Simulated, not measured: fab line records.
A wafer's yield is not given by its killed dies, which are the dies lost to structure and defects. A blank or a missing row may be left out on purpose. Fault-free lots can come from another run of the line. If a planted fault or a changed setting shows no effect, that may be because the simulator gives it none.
Code-filled problem report in 8D (eight disciplines) form    flow gf180mcu    the parts of the form that need people (team, actions taken, sign-off) are left out

## 1. WHAT IS WRONG
chamber pressure Torr at GF_V4_CVD_23 reads a mean of 38.78 Torr on 6 wafers of 2 lots; wafers without a fault read 40.00 Torr with a standard deviation of 0.086. Relative to the usual mean, that is a shift of -14 standard deviations.
The step: deposits W, target thk 350 nm, time 104.9 s.
First observed at day 28 18:18: wafer L287.3, on cvd w-01. At this step, 18 wafers from 6 lots have a number in the record. Rule for "out" (also "out of limits"): further than 4 standard deviations from the usual mean. The rest of the wafers with a number are treated as sound.

## 2. WHAT THIS IS AND IS NOT
question                     is                      is not
which readings at this step  chamber pressure Torr   heater power outer w, heater power w
which lots                   L287, L288              L274, L277, L280, L297
which wafers of those lots   all that have a number  -
read on which tools          cvd w-01                cvd w-02
when                         from day 28 18:18       up to then (9 sound wafers); but 3 sound wafers of L297 came after

## 3. SUSPECTS, AND WHAT RULES EACH OUT
Counting: any tool at a process step up to the reading is kept as a suspect provided that every lot that is out went through it and no sound lot did after the first of them.
- cvd w-01 at GF_V4_CVD_23 (deposits W, target thk 350 nm, time 104.9 s): kept. It ran every lot that is out, first L287 (day 28 18:18), and no sound lot after that; its last sound lot up to then is L274 (day 24 12:23). Its own chamber pressure Torr readings are out on those wafers.
Remaining after the count: cvd w-01 at GF_V4_CVD_23.

## 4. THE CAUSE (what the simulator had put in)
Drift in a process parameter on cvd w-01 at GF_V4_CVD_23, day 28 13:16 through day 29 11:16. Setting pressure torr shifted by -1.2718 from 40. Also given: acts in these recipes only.
After counting, this tool was the only one left.

## 5. SEQUENCE OF EFFECTS, ordered by route
Each row: a reading where the mean over the struck wafers with a number is more than 3 standard deviations away from the usual. Readings are gone through only where the record gives a usual standard deviation; hours: the median, over the lots, of the time from a lot's start at the first step in this table giving one to that lot's start at this step; sigmas: the change measured in usual standard deviations.
hours  step          reading                usual       on struck wafers  change  sigmas
0      GF_V4_CVD_23  chamber pressure Torr  40.00 Torr  38.78             -1.22   -14
The process steps in it:
- GF_V4_CVD_23: deposits W, target thk 350 nm, time 104.9 s.
At these later measuring or inspecting steps, every struck wafer for which the step has a row has a number for every such reading, and none has moved that far: GF_V4_RS_MEAS_24.

## 6. HOW IT WOULD HAVE BEEN CAUGHT EARLIER
5 hours passed between the start of the fault at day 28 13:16 and the first reading out of limits in this record, taken at day 28 18:18.
